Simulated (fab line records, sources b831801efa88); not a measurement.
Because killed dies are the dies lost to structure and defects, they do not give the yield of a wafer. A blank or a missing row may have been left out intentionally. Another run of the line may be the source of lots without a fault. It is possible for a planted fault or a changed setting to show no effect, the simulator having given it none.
fab line records -- flow gf180mcu
record lots=24, wafers=72, last-day=34
route steps=602 shown M1@318 V1@357 V3@454 V5@543 TOP_METAL@567
lots untouched by any fault: they come from a run of this same line in which no faults occurred
start-h: the number of hours between the record's first day and the start of the first shown wafer of the lot -- wait-h: time in hours since the lot's previous step -- " the same as in the row above -- L1.1+2: several wafers, shown together as one row -- - no value present, or no start provided -- * or withheld: withheld -- < > ~ a bound
route shown NAME@n: NAME is a module with steps in the file, n the number in the route of the first one -- usual: mean/standard deviation of fault-free wafers -- same: alike in all rows -- chamber/n: place in a boat -- sites: each site's reading -- _std_site: how widely they spread, as a standard deviation -- _edge_site: outer sites' mean less inner sites' -- radius-mm: how far each site lies from the wafer's centre -- mask NAME#n: copy n -- behind: the tool/chamber that last shaped the wafer -- hold: the reason the lot was held/the length of the hold in hours/how it ended -- device: the transistor (n, p or np) that didn't switch -- end of line: the same wafers' tests at the end of the route -- a step with no rows: only its recipe -- killed: at the first sort, the dies lost to defects and structure; wafer yield is something else -- map: the dies of a wafer, with x for killed, . for not killed, _ for no die there
set.NAME: the setting that was run; set.NAME@STEP: the one run at that earlier step -- model.NAME: the simulator's own value behind a step, which no gauge read
the route's steps for a sample of lots (tables are steps, rows are wafers)
services: from which hour (start-h, from the record's first day; less than 0 if before it) a tool's chamber was out of use, for how many hours, and why
## steps
# step GF_M1_SPUTTER_03
# recipe material=Ti, target-thk-nm=10, substrate-temp-c=300, chamber-pressure-pa=0.3, power-w=3000, time-s=6.7
# usual throttle-valve-pct=30.0/1.1
lot.wafer,tool,chamber,start-h,wait-h,throttle-valve-pct
L074.1,pvd-sputter-03,-,365.25,0.0,29.5
L074.3,pvd-sputter-03,-,365.25,0.0,29.7
L074.6,pvd-sputter-03,-,365.25,0.0,29.6
L075.3,pvd-sputter-02,-,372.71,0.0,31.6
L075.4,pvd-sputter-02,-,372.71,0.0,27.1
L075.6,pvd-sputter-02,-,372.71,0.0,30.1
L076.1,pvd-sputter-01,-,382.23,0.0,31.1
L076.2,pvd-sputter-01,-,382.23,0.0,30.4
L076.4,pvd-sputter-01,-,382.23,0.0,30.1
L077.1,pvd-sputter-01,-,387.84,0.0,30.4
L077.5,pvd-sputter-01,-,387.84,0.0,30.3
L077.6,pvd-sputter-01,-,387.84,0.0,30.1
L078.1,pvd-sputter-02,-,404.95,0.0,27.0
L078.2,pvd-sputter-02,-,404.95,0.0,29.6
L078.4,pvd-sputter-02,-,404.95,0.0,30.4
L079.1,pvd-sputter-03,-,405.25,0.0,31.4
L079.5,pvd-sputter-03,-,405.25,0.0,29.4
L079.6,pvd-sputter-03,-,405.25,0.0,29.3
L080.3,pvd-sputter-01,-,417.11,0.0,29.8
L080.4,pvd-sputter-01,-,417.11,0.0,30.2
L080.5,pvd-sputter-01,-,417.11,0.0,30.2
L081.1,pvd-sputter-02,-,427.10,0.0,29.7
L081.3,pvd-sputter-02,-,427.10,0.0,27.1
L081.5,pvd-sputter-02,-,427.10,0.0,31.6
L082.1,pvd-sputter-02,-,434.01,0.0,31.4
L082.5,pvd-sputter-02,-,434.01,0.0,30.1
L082.6,pvd-sputter-02,-,434.01,0.0,31.7
L083.3,pvd-sputter-03,-,443.51,0.0,29.3
L083.4,pvd-sputter-03,-,443.51,0.0,29.9
L083.6,pvd-sputter-03,-,443.51,0.0,29.3
L084.1,pvd-sputter-01,-,449.77,0.0,29.6
L084.5,pvd-sputter-01,-,449.77,0.0,30.4
L084.6,pvd-sputter-01,-,449.77,0.0,30.0
L085.2,pvd-sputter-02,-,459.48,0.0,27.2
L085.4,pvd-sputter-02,-,459.48,0.0,31.9
L085.5,pvd-sputter-02,-,459.48,0.0,26.9
L086.1,pvd-sputter-02,-,470.82,0.0,27.2
L086.2,pvd-sputter-02,-,470.82,0.0,31.8
L086.5,pvd-sputter-02,-,470.82,0.0,31.7
L087.1,pvd-sputter-03,-,477.10,0.0,31.4
L087.3,pvd-sputter-03,-,477.10,0.0,29.6
L087.5,pvd-sputter-03,-,477.10,0.0,29.9
L088.1,pvd-sputter-03,-,486.28,0.0,29.6
L088.5,pvd-sputter-03,-,486.28,0.0,29.7
L088.6,pvd-sputter-03,-,486.28,0.0,31.3
L089.4,pvd-sputter-01,-,509.96,0.0,29.7
L089.5,pvd-sputter-01,-,509.96,0.0,30.0
L089.6,pvd-sputter-01,-,509.96,0.0,31.3
L090.3,pvd-sputter-03,-,511.70,0.0,30.0
L090.4,pvd-sputter-03,-,511.70,0.0,29.2
L090.6,pvd-sputter-03,-,511.70,0.0,29.7
L091.1,pvd-sputter-03,-,526.55,0.0,31.1
L091.3,pvd-sputter-03,-,526.55,0.0,29.6
L091.5,pvd-sputter-03,-,526.55,0.0,29.1
L092.1,pvd-sputter-03,-,528.31,0.0,31.2
L092.3,pvd-sputter-03,-,528.31,0.0,29.4
L092.5,pvd-sputter-03,-,528.31,0.0,29.3
L093.2,pvd-sputter-02,-,543.57,0.0,31.6
L093.3,pvd-sputter-02,-,543.57,0.0,27.2
L093.5,pvd-sputter-02,-,543.57,0.0,30.1
L094.2,pvd-sputter-01,-,545.12,0.0,29.8
L094.4,pvd-sputter-01,-,545.12,0.0,31.0
L094.5,pvd-sputter-01,-,545.12,0.0,30.0
L095.1,pvd-sputter-03,-,554.05,0.0,29.9
L095.2,pvd-sputter-03,-,554.05,0.0,29.3
L095.3,pvd-sputter-03,-,554.05,0.0,29.4
L096.3,pvd-sputter-03,-,555.45,0.0,29.8
L096.4,pvd-sputter-03,-,555.45,0.0,31.1
L096.5,pvd-sputter-03,-,555.45,0.0,29.3
L097.2,pvd-sputter-03,-,568.21,0.0,29.5
L097.3,pvd-sputter-03,-,568.21,0.0,30.0
L097.4,pvd-sputter-03,-,568.21,0.0,29.5
# step GF_V1_SPUTTER_22
# recipe material=TiN, target-thk-nm=10, chamber-pressure-pa=5, power-w=4000, time-s=40
# usual throttle-valve-pct=30.2/0.94
lot.wafer,tool,chamber,start-h,wait-h,throttle-valve-pct
L074.1,pvd-sputter-02,-,412.06,0.0,31.6
L074.3,pvd-sputter-02,-,412.06,0.0,29.8
L074.6,pvd-sputter-02,-,412.06,0.0,31.6
L075.3,pvd-sputter-02,-,420.10,0.0,31.8
L075.4,pvd-sputter-02,-,420.10,0.0,30.4
L075.6,pvd-sputter-02,-,420.10,0.0,30.2
L076.1,pvd-sputter-04,-,430.40,0.0,29.5
L076.2,pvd-sputter-04,-,430.40,0.0,31.1
L076.4,pvd-sputter-04,-,430.40,0.0,29.7
L077.1,pvd-sputter-04,-,435.92,0.0,29.9
L077.5,pvd-sputter-04,-,435.92,0.0,31.3
L077.6,pvd-sputter-04,-,435.92,0.0,30.5
L078.1,pvd-sputter-01,-,455.10,0.0,31.1
L078.2,pvd-sputter-01,-,455.10,0.0,30.3
L078.4,pvd-sputter-01,-,455.10,0.0,29.8
L079.1,pvd-sputter-02,-,455.26,0.0,31.6
L079.5,pvd-sputter-02,-,455.26,0.0,30.2
L079.6,pvd-sputter-02,-,455.26,0.0,31.7
L080.3,pvd-sputter-04,-,467.22,0.0,31.3
L080.4,pvd-sputter-04,-,467.22,0.0,30.0
L080.5,pvd-sputter-04,-,467.22,0.0,30.3
L081.1,pvd-sputter-02,-,477.64,0.0,31.6
L081.3,pvd-sputter-02,-,477.64,0.0,27.1
L081.5,pvd-sputter-02,-,477.64,0.0,31.5
L082.1,pvd-sputter-01,-,485.06,0.0,30.2
L082.5,pvd-sputter-01,-,485.06,0.0,30.1
L082.6,pvd-sputter-01,-,485.06,0.0,30.9
L083.3,pvd-sputter-04,-,493.03,0.0,29.7
L083.4,pvd-sputter-04,-,493.03,0.0,30.9
L083.6,pvd-sputter-04,-,493.03,0.0,29.7
L084.1,pvd-sputter-01,-,499.97,0.0,30.3
L084.5,pvd-sputter-01,-,499.97,0.0,29.6
L084.6,pvd-sputter-01,-,499.97,0.0,31.3
L085.2,pvd-sputter-01,-,508.75,0.0,30.4
L085.4,pvd-sputter-01,-,508.75,0.0,30.0
L085.5,pvd-sputter-01,-,508.75,0.0,30.4
L086.1,pvd-sputter-02,-,520.27,0.0,30.4
L086.2,pvd-sputter-02,-,520.27,0.0,29.9
L086.5,pvd-sputter-02,-,520.27,0.0,30.0
L087.1,pvd-sputter-02,-,527.55,0.0,31.7
L087.3,pvd-sputter-02,-,527.55,0.0,29.8
L087.5,pvd-sputter-02,-,527.55,0.0,29.8
L088.1,pvd-sputter-02,-,535.26,0.0,31.6
L088.5,pvd-sputter-02,-,535.26,0.0,30.1
L088.6,pvd-sputter-02,-,535.26,0.0,29.9
L089.4,pvd-sputter-04,-,558.12,0.0,29.3
L089.5,pvd-sputter-04,-,558.12,0.0,29.9
L089.6,pvd-sputter-04,-,558.12,0.0,30.4
L090.3,pvd-sputter-04,-,559.41,0.0,30.5
L090.4,pvd-sputter-04,-,559.41,0.0,31.2
L090.6,pvd-sputter-04,-,559.41,0.0,29.9
L091.1,pvd-sputter-04,-,574.55,0.0,31.3
L091.3,pvd-sputter-04,-,574.55,0.0,29.6
L091.5,pvd-sputter-04,-,574.55,0.0,31.1
L092.1,pvd-sputter-02,-,574.71,0.0,27.1
L092.3,pvd-sputter-02,-,574.71,0.0,30.3
L092.5,pvd-sputter-02,-,574.71,0.0,30.3
L093.2,pvd-sputter-04,-,589.51,0.0,31.0
L093.3,pvd-sputter-04,-,589.51,0.0,29.6
L093.5,pvd-sputter-04,-,589.51,0.0,31.1
L094.2,pvd-sputter-04,-,591.06,0.0,31.2
L094.4,pvd-sputter-04,-,591.06,0.0,29.8
L094.5,pvd-sputter-04,-,591.06,0.0,30.3
L095.1,pvd-sputter-04,-,598.68,0.0,30.9
L095.2,pvd-sputter-04,-,598.68,0.0,30.3
L095.3,pvd-sputter-04,-,598.68,0.0,29.5
L096.3,pvd-sputter-04,-,601.49,0.0,29.4
L096.4,pvd-sputter-04,-,601.49,0.0,30.4
L096.5,pvd-sputter-04,-,601.49,0.0,31.1
L097.2,pvd-sputter-04,-,613.30,0.0,31.3
L097.3,pvd-sputter-04,-,613.30,0.0,30.2
L097.4,pvd-sputter-04,-,613.30,0.0,29.8
# step GF_V3_THK_MEAS_25
# recipe thk-meas-gauge=xrf, reads=W_of_V3_CVD_23
# usual V3_W_THK=342/6.1
lot.wafer,tool,chamber,start-h,wait-h,V3_W_THK[nm]
L074.1,film-metro-01,-,516.28,0.1,352
L074.3,film-metro-01,-,516.28,0.1,352
L074.6,film-metro-01,-,516.28,0.1,351
L075.3,film-metro-03,-,521.81,0.1,345
L075.4,film-metro-03,-,521.81,0.1,338
L075.6,film-metro-03,-,521.81,0.1,349
L076.1,film-metro-03,-,532.95,0.1,333
L076.2,film-metro-03,-,532.95,0.1,339
L076.4,film-metro-03,-,532.95,0.1,333
L077.1,film-metro-01,-,537.02,0.1,354
L077.5,film-metro-01,-,537.02,0.1,352
L077.6,film-metro-01,-,537.02,0.1,357
L078.1,film-metro-02,-,554.08,0.1,342
L078.2,film-metro-02,-,554.08,0.1,349
L078.4,film-metro-02,-,554.08,0.1,344
L079.1,film-metro-03,-,554.75,0.1,337
L079.5,film-metro-03,-,554.75,0.1,341
L079.6,film-metro-03,-,554.75,0.1,338
L080.3,film-metro-03,-,564.78,0.1,335
L080.4,film-metro-03,-,564.78,0.1,340
L080.5,film-metro-03,-,564.78,0.1,334
L081.1,film-metro-01,-,575.68,0.1,347
L081.3,film-metro-01,-,575.68,0.1,347
L081.5,film-metro-01,-,575.68,0.1,350
L082.1,film-metro-02,-,582.44,0.1,347
L082.5,film-metro-02,-,582.44,0.1,350
L082.6,film-metro-02,-,582.44,0.1,341
L083.3,film-metro-03,-,589.19,0.1,336
L083.4,film-metro-03,-,589.19,0.1,338
L083.6,film-metro-03,-,589.19,0.1,333
L084.1,film-metro-01,-,596.54,0.1,351
L084.5,film-metro-01,-,596.54,0.1,349
L084.6,film-metro-01,-,596.54,0.1,351
L085.2,film-metro-01,-,605.08,0.1,348
L085.4,film-metro-01,-,605.08,0.1,347
L085.5,film-metro-01,-,605.08,0.1,344
L086.1,film-metro-02,-,614.49,0.1,340
L086.2,film-metro-02,-,614.49,0.1,340
L086.5,film-metro-02,-,614.49,0.1,339
L087.1,film-metro-01,-,619.74,0.1,342
L087.3,film-metro-01,-,619.74,0.1,348
L087.5,film-metro-01,-,619.74,0.1,346
L088.1,film-metro-01,-,627.29,0.1,341
L088.5,film-metro-01,-,627.29,0.1,347
L088.6,film-metro-01,-,627.29,0.1,346
L089.4,film-metro-03,-,648.21,0.1,332
L089.5,film-metro-03,-,648.21,0.1,334
L089.6,film-metro-03,-,648.21,0.1,327
L090.3,film-metro-02,-,650.23,0.1,339
L090.4,film-metro-02,-,650.23,0.1,335
L090.6,film-metro-02,-,650.23,0.1,340
L091.1,film-metro-03,-,662.99,0.1,347
L091.3,film-metro-03,-,662.99,0.1,340
L091.5,film-metro-03,-,662.99,0.1,334
L092.1,film-metro-02,-,664.50,0.1,342
L092.3,film-metro-02,-,664.50,0.1,338
L092.5,film-metro-02,-,664.50,0.1,346
L093.2,film-metro-03,-,675.43,0.1,338
L093.3,film-metro-03,-,675.43,0.1,343
L093.5,film-metro-03,-,675.43,0.1,335
L094.2,film-metro-01,-,678.01,0.1,350
L094.4,film-metro-01,-,678.01,0.1,347
L094.5,film-metro-01,-,678.01,0.1,344
L095.1,film-metro-03,-,684.58,0.1,336
L095.2,film-metro-03,-,684.58,0.1,335
L095.3,film-metro-03,-,684.58,0.1,339
L096.3,film-metro-02,-,688.49,0.1,340
L096.4,film-metro-02,-,688.49,0.1,335
L096.5,film-metro-02,-,688.49,0.1,339
L097.2,film-metro-02,-,697.31,0.1,341
L097.3,film-metro-02,-,697.31,0.1,339
L097.4,film-metro-02,-,697.31,0.1,338
# step GF_V5_THK_MEAS_03
# recipe reads=SiO2_of_V5_CVD_02
# usual V5_CVD_02_THK=1449/24
lot.wafer,tool,chamber,start-h,wait-h,V5_CVD_02_THK[nm]
L074.1,film-metro-01,-,608.32,0.1,1415
L074.3,film-metro-01,-,608.32,0.1,1442
L074.6,film-metro-01,-,608.32,0.1,1431
L075.3,film-metro-01,-,614.80,0.1,1427
L075.4,film-metro-01,-,614.80,0.1,1417
L075.6,film-metro-01,-,614.80,0.1,1439
L076.1,film-metro-02,-,623.69,0.1,1423
L076.2,film-metro-02,-,623.69,0.1,1412
L076.4,film-metro-02,-,623.69,0.1,1444
L077.1,film-metro-03,-,627.53,0.1,1442
L077.5,film-metro-03,-,627.53,0.1,1454
L077.6,film-metro-03,-,627.53,0.1,1489
L078.1,film-metro-03,-,643.85,0.1,1416
L078.2,film-metro-03,-,643.85,0.1,1420
L078.4,film-metro-03,-,643.85,0.1,1437
L079.1,film-metro-01,-,644.46,0.1,1456
L079.5,film-metro-01,-,644.46,0.1,1485
L079.6,film-metro-01,-,644.46,0.1,1497
L080.3,film-metro-02,-,651.87,0.1,1404
L080.4,film-metro-02,-,651.87,0.1,1426
L080.5,film-metro-02,-,651.87,0.1,1418
L081.1,film-metro-02,-,665.51,0.1,1432
L081.3,film-metro-02,-,665.51,0.1,1443
L081.5,film-metro-02,-,665.51,0.1,1462
L082.1,film-metro-02,-,668.28,0.1,1460
L082.5,film-metro-02,-,668.28,0.1,1486
L082.6,film-metro-02,-,668.28,0.1,1464
L083.3,film-metro-02,-,673.95,0.1,1451
L083.4,film-metro-02,-,673.95,0.1,1471
L083.6,film-metro-02,-,673.95,0.1,1501
L084.1,film-metro-03,-,681.65,0.1,1418
L084.5,film-metro-03,-,681.65,0.1,1433
L084.6,film-metro-03,-,681.65,0.1,1431
L085.2,film-metro-01,-,689.01,0.1,1411
L085.4,film-metro-01,-,689.01,0.1,1440
L085.5,film-metro-01,-,689.01,0.1,1435
L086.1,film-metro-02,-,702.38,0.1,1432
L086.2,film-metro-02,-,702.38,0.1,1410
L086.5,film-metro-02,-,702.38,0.1,1452
L087.1,film-metro-02,-,702.59,0.1,1456
L087.3,film-metro-02,-,702.59,0.1,1423
L087.5,film-metro-02,-,702.59,0.1,1480
L088.1,film-metro-01,-,707.66,0.1,1446
L088.5,film-metro-01,-,707.66,0.1,1467
L088.6,film-metro-01,-,707.66,0.1,1459
L089.4,film-metro-03,-,728.93,0.0,1499
L089.5,film-metro-03,-,728.93,0.0,1490
L089.6,film-metro-03,-,728.93,0.0,1496
L090.3,film-metro-01,-,730.59,0.1,1452
L090.4,film-metro-01,-,730.59,0.1,1456
L090.6,film-metro-01,-,730.59,0.1,1461
L091.1,film-metro-02,-,740.87,0.1,1443
L091.3,film-metro-02,-,740.87,0.1,1436
L091.5,film-metro-02,-,740.87,0.1,1453
L092.1,film-metro-01,-,743.68,0.1,1443
L092.3,film-metro-01,-,743.68,0.1,1460
L092.5,film-metro-01,-,743.68,0.1,1457
L093.2,film-metro-03,-,752.29,0.1,1446
L093.3,film-metro-03,-,752.29,0.1,1433
L093.5,film-metro-03,-,752.29,0.1,1460
L094.2,film-metro-01,-,753.45,0.1,1433
L094.4,film-metro-01,-,753.45,0.1,1450
L094.5,film-metro-01,-,753.45,0.1,1452
L095.1,film-metro-01,-,760.35,0.1,1429
L095.2,film-metro-01,-,760.35,0.1,1417
L095.3,film-metro-01,-,760.35,0.1,1442
L096.3,film-metro-03,-,763.29,0.1,1461
L096.4,film-metro-03,-,763.29,0.1,1464
L096.5,film-metro-03,-,763.29,0.1,1468
L097.2,film-metro-03,-,770.30,0.1,1478
L097.3,film-metro-03,-,770.30,0.1,1453
L097.4,film-metro-03,-,770.30,0.1,1470
# step GF_TOP_METAL_SPUTTER_00
# recipe material=Ti, target-thk-nm=37.5, arriving-ion-energy-ev=80, substrate-temp-c=200, chamber-pressure-pa=2, power-w=4000, time-s=150
# usual throttle-valve-pct=30.0/1.1
lot.wafer,tool,chamber,start-h,wait-h,throttle-valve-pct
L074.1,pvd-sputter-04,-,630.78,0.1,30.2
L074.3,pvd-sputter-04,-,630.78,0.1,31.3
L074.6,pvd-sputter-04,-,630.78,0.1,29.8
L075.3,pvd-sputter-02,-,637.12,0.1,31.9
L075.4,pvd-sputter-02,-,637.12,0.1,27.2
L075.6,pvd-sputter-02,-,637.12,0.1,29.7
L076.1,pvd-sputter-02,-,645.66,0.2,31.5
L076.2,pvd-sputter-02,-,645.66,0.2,30.3
L076.4,pvd-sputter-02,-,645.66,0.2,27.4
L077.1,pvd-sputter-04,-,649.36,0.1,29.9
L077.5,pvd-sputter-04,-,649.36,0.1,29.7
L077.6,pvd-sputter-04,-,649.36,0.1,29.4
L078.1,pvd-sputter-03,-,666.07,0.1,31.5
L078.2,pvd-sputter-03,-,666.07,0.1,29.7
L078.4,pvd-sputter-03,-,666.07,0.1,29.6
L079.1,pvd-sputter-02,-,666.97,0.1,31.7
L079.5,pvd-sputter-02,-,666.97,0.1,27.0
L079.6,pvd-sputter-02,-,666.97,0.1,30.1
L080.3,pvd-sputter-03,-,673.19,0.2,29.7
L080.4,pvd-sputter-03,-,673.19,0.2,29.3
L080.5,pvd-sputter-03,-,673.19,0.2,29.9
L081.1,pvd-sputter-04,-,687.18,0.2,29.5
L081.3,pvd-sputter-04,-,687.18,0.2,31.2
L081.5,pvd-sputter-04,-,687.18,0.2,29.7
L082.1,pvd-sputter-02,-,690.14,0.1,30.4
L082.5,pvd-sputter-02,-,690.14,0.1,31.8
L082.6,pvd-sputter-02,-,690.14,0.1,30.0
L083.3,pvd-sputter-03,-,695.03,0.1,31.3
L083.4,pvd-sputter-03,-,695.03,0.1,29.1
L083.6,pvd-sputter-03,-,695.03,0.1,31.2
L084.1,pvd-sputter-04,-,702.15,0.1,31.0
L084.5,pvd-sputter-04,-,702.15,0.1,29.8
L084.6,pvd-sputter-04,-,702.15,0.1,29.7
L085.2,pvd-sputter-02,-,709.89,0.2,31.6
L085.4,pvd-sputter-02,-,709.89,0.2,30.0
L085.5,pvd-sputter-02,-,709.89,0.2,31.6
L086.1,pvd-sputter-03,-,723.18,0.1,29.6
L086.2,pvd-sputter-03,-,723.18,0.1,29.6
L086.5,pvd-sputter-03,-,723.18,0.1,29.2
L087.1,pvd-sputter-04,-,723.31,0.1,30.2
L087.3,pvd-sputter-04,-,723.31,0.1,30.8
L087.5,pvd-sputter-04,-,723.31,0.1,29.8
L088.1,pvd-sputter-04,-,727.52,0.1,29.5
L088.5,pvd-sputter-04,-,727.52,0.1,29.5
L088.6,pvd-sputter-04,-,727.52,0.1,31.0
L089.4,pvd-sputter-03,-,747.77,0.3,29.5
L089.5,pvd-sputter-03,-,747.77,0.3,29.7
L089.6,pvd-sputter-03,-,747.77,0.3,31.3
L090.3,pvd-sputter-02,-,749.57,0.1,30.0
L090.4,pvd-sputter-02,-,749.57,0.1,27.2
L090.6,pvd-sputter-02,-,749.57,0.1,27.0
L091.1,pvd-sputter-03,-,759.48,0.1,31.4
L091.3,pvd-sputter-03,-,759.48,0.1,29.5
L091.5,pvd-sputter-03,-,759.48,0.1,31.2
L092.1,pvd-sputter-04,-,761.84,0.1,30.5
L092.3,pvd-sputter-04,-,761.84,0.1,29.8
L092.5,pvd-sputter-04,-,761.84,0.1,29.6
L093.2,pvd-sputter-04,-,770.00,0.1,31.1
L093.3,pvd-sputter-04,-,770.00,0.1,30.6
L093.5,pvd-sputter-04,-,770.00,0.1,29.9
L094.2,pvd-sputter-03,-,771.78,0.1,29.7
L094.4,pvd-sputter-03,-,771.78,0.1,31.2
L094.5,pvd-sputter-03,-,771.78,0.1,29.6
L095.1,pvd-sputter-03,-,777.98,0.1,29.9
L095.2,pvd-sputter-03,-,777.98,0.1,29.4
L095.3,pvd-sputter-03,-,777.98,0.1,29.3
L096.3,pvd-sputter-03,-,781.00,0.1,29.4
L096.4,pvd-sputter-03,-,781.00,0.1,29.4
L096.5,pvd-sputter-03,-,781.00,0.1,29.8
L097.2,pvd-sputter-03,-,787.86,0.1,29.9
L097.3,pvd-sputter-03,-,787.86,0.1,29.4
L097.4,pvd-sputter-03,-,787.86,0.1,29.6
# step GF_TOP_METAL_METAL_ETCH_16
# recipe chemistry=Cl2/BCl3, mask-material=NOVOLAK, target-depth-nm=1197, stop-on=SiO2, pressure-mtorr=8, icp-w=800, bias-w=140, Cl2_flow_sccm=80, bcl3-flow-sccm=40, time-s=199.5
# usual bias-w=140.0/0.45, drypump-motor-current-A=5.6/0.37, oes-product-au=0.990/0.0064, throttle-valve-pct=28.229/0.011
lot.wafer,tool,chamber,start-h,wait-h,bias-w,drypump-motor-current-A,oes-product-au,rf-hours-counter-h,throttle-valve-pct
L074.1,rie-metal-03,0,650.76,0.0,140.1,5.9,0.982,12,28.226
L074.3,rie-metal-03,1,650.76,0.0,139.5,5.0,0.997,-,28.207
L074.6,rie-metal-03,1,650.76,0.0,140.4,5.1,0.992,-,28.218
L075.3,rie-metal-01,0,657.14,0.1,139.6,5.8,0.989,-,28.232
L075.4,rie-metal-01,1,657.14,0.1,140.3,6.0,0.990,-,28.242
L075.6,rie-metal-01,1,657.14,0.1,139.7,6.0,0.994,-,28.226
L076.1,rie-metal-04,1,665.82,0.0,140.2,5.6,0.968,15,28.249
L076.2,rie-metal-04,0,665.82,0.0,139.3,5.4,0.997,4,28.221
L076.4,rie-metal-04,0,665.82,0.0,140.0,5.4,0.991,-,28.219
L077.1,rie-metal-04,0,669.36,0.0,140.5,5.4,1.002,4,28.239
L077.5,rie-metal-04,0,669.36,0.0,140.5,5.4,0.992,-,28.217
L077.6,rie-metal-04,1,669.36,0.0,139.3,5.6,0.983,-,28.247
L078.1,rie-metal-03,1,685.06,0.0,139.7,5.0,0.991,13,28.211
L078.2,rie-metal-03,0,685.06,0.0,140.6,6.0,0.993,14,28.247
L078.4,rie-metal-03,1,685.06,0.0,139.9,5.0,0.991,-,28.215
L079.1,rie-metal-01,0,686.70,0.0,140.2,5.8,1.000,6,28.230
L079.5,rie-metal-01,1,686.70,0.0,140.0,6.0,0.986,-,28.238
L079.6,rie-metal-01,0,686.70,0.0,140.2,5.8,1.001,-,28.228
L080.3,rie-metal-01,1,692.76,0.1,140.1,6.0,0.991,-,28.219
L080.4,rie-metal-01,0,692.76,0.1,139.6,5.8,0.997,-,28.237
L080.5,rie-metal-01,1,692.76,0.1,140.0,6.0,0.994,-,28.233
L081.1,rie-metal-03,0,705.65,0.0,139.5,6.0,0.986,15,28.247
L081.3,rie-metal-03,0,705.65,0.0,139.4,6.0,0.992,-,28.233
L081.5,rie-metal-03,0,705.65,0.0,140.3,6.0,0.981,-,28.214
L082.1,rie-metal-03,0,709.30,0.0,140.3,5.9,0.986,16,28.244
L082.5,rie-metal-03,0,709.30,0.0,139.7,6.0,0.992,-,28.238
L082.6,rie-metal-03,0,709.30,0.0,140.1,6.0,0.991,-,28.235
L083.3,rie-metal-01,0,713.89,0.1,139.4,5.8,0.991,-,28.218
L083.4,rie-metal-01,1,713.89,0.1,140.0,6.0,0.989,-,28.233
L083.6,rie-metal-01,0,713.89,0.1,139.7,5.9,0.992,-,28.232
L084.1,rie-metal-03,1,720.10,0.0,140.7,5.0,0.992,0,28.248
L084.5,rie-metal-03,0,720.10,0.0,141.0,6.0,0.997,-,28.218
L084.6,rie-metal-03,1,720.10,0.0,139.7,5.0,0.997,-,28.232
L085.2,rie-metal-03,1,727.82,0.1,139.1,5.0,0.990,-,28.220
L085.4,rie-metal-03,1,727.82,0.1,139.0,5.0,0.994,-,28.234
L085.5,rie-metal-03,1,727.82,0.1,139.3,5.0,0.993,-,28.227
L086.1,rie-metal-03,1,740.32,0.0,139.3,5.0,0.993,2,28.238
L086.2,rie-metal-03,1,740.32,0.0,138.9,5.0,0.999,-,28.237
L086.5,rie-metal-03,1,740.32,0.0,139.3,5.0,0.995,-,28.221
L087.1,rie-metal-01,0,740.62,0.0,139.7,5.8,0.992,8,28.235
L087.3,rie-metal-01,1,740.62,0.0,141.2,6.0,0.993,-,28.225
L087.5,rie-metal-01,0,740.62,0.0,140.5,5.8,1.000,-,28.229
L088.1,rie-metal-03,1,745.10,0.0,140.1,5.0,0.991,3,28.237
L088.5,rie-metal-03,1,745.10,0.0,140.3,5.0,0.987,-,28.214
L088.6,rie-metal-03,1,745.10,0.0,140.2,5.0,0.995,-,28.237
L089.4,rie-metal-04,1,765.11,0.1,139.9,5.6,0.982,-,28.215
L089.5,rie-metal-04,1,765.11,0.1,139.7,5.6,0.992,-,28.244
L089.6,rie-metal-04,0,765.11,0.1,139.9,5.4,0.993,-,28.231
L090.3,rie-metal-04,1,766.37,0.1,139.9,5.6,0.978,-,28.256
L090.4,rie-metal-04,0,766.37,0.1,139.5,5.4,0.988,-,28.225
L090.6,rie-metal-04,0,766.37,0.1,139.7,5.4,0.990,-,28.211
L091.1,rie-metal-03,0,775.72,0.0,141.3,6.0,0.983,1,28.223
L091.3,rie-metal-03,1,775.72,0.0,140.8,5.0,0.997,-,28.211
L091.5,rie-metal-03,0,775.72,0.0,140.6,6.0,0.997,-,28.211
L092.1,rie-metal-03,1,777.70,0.0,139.6,5.0,0.992,5,28.219
L092.3,rie-metal-03,0,777.70,0.0,139.8,5.9,0.993,-,28.244
L092.5,rie-metal-03,0,777.70,0.0,140.0,6.0,0.999,-,28.232
L093.2,rie-metal-04,1,786.30,0.0,140.5,5.6,0.977,3,28.241
L093.3,rie-metal-04,0,786.30,0.0,140.3,5.4,0.985,-,28.232
L093.5,rie-metal-04,1,786.30,0.0,140.2,5.6,0.984,-,28.249
L094.2,rie-metal-01,1,787.57,0.0,140.1,6.0,0.984,3,28.237
L094.4,rie-metal-01,1,787.57,0.0,140.5,6.0,0.987,-,28.231
L094.5,rie-metal-01,1,787.57,0.0,140.0,6.0,0.989,-,28.229
L095.1,rie-metal-01,0,793.60,0.0,140.2,5.8,0.990,11,28.217
L095.2,rie-metal-01,1,793.60,0.0,139.6,6.0,0.984,4,28.238
L095.3,rie-metal-01,1,793.60,0.0,139.8,6.0,0.989,-,28.233
L096.3,rie-metal-04,1,797.23,0.1,140.4,5.6,0.988,-,28.251
L096.4,rie-metal-04,0,797.23,0.1,140.4,5.4,0.997,-,28.227
L096.5,rie-metal-04,1,797.23,0.1,140.5,5.6,0.998,-,28.237
L097.2,rie-metal-04,1,803.22,0.0,140.4,5.6,0.976,4,28.250
L097.3,rie-metal-04,0,803.22,0.0,139.2,5.4,0.982,-,28.219
L097.4,rie-metal-04,1,803.22,0.0,139.9,5.6,0.988,-,28.232
## services
tool,chamber,start-h,hours,kind
rie-metal-03,0,353.89,3.7,repair
pvd-sputter-03,-,373.99,1.5,repair
pvd-sputter-04,-,482.86,1.4,repair
pvd-sputter-04,-,507.40,3.2,repair
pvd-sputter-04,-,530.37,3.4,repair
pvd-sputter-02,-,553.83,7.9,repair
pvd-sputter-02,-,555.99,1.7,repair
pvd-sputter-01,-,571.19,80.4,repair
rie-metal-04,1,579.71,3.9,repair
pvd-sputter-03,-,600.12,2.1,repair
pvd-sputter-01,-,638.99,6.8,repair
rie-metal-01,-,641.18,10.0,pm
pvd-sputter-04,-,646.13,0.5,repair
pvd-sputter-01,-,661.86,2.3,repair
pvd-sputter-03,-,666.79,4.2,repair
pvd-sputter-02,-,679.53,2.9,repair
pvd-sputter-02,-,685.77,1.0,repair
pvd-sputter-01,-,704.52,15.2,repair
pvd-sputter-04,-,714.58,4.4,repair
pvd-sputter-01,-,716.77,3.0,repair
pvd-sputter-01,-,763.04,2.0,repair
pvd-sputter-02,-,776.47,4.5,repair
pvd-sputter-01,-,785.41,7.3,repair
pvd-sputter-02,-,802.44,19.1,repair
## key
fault none
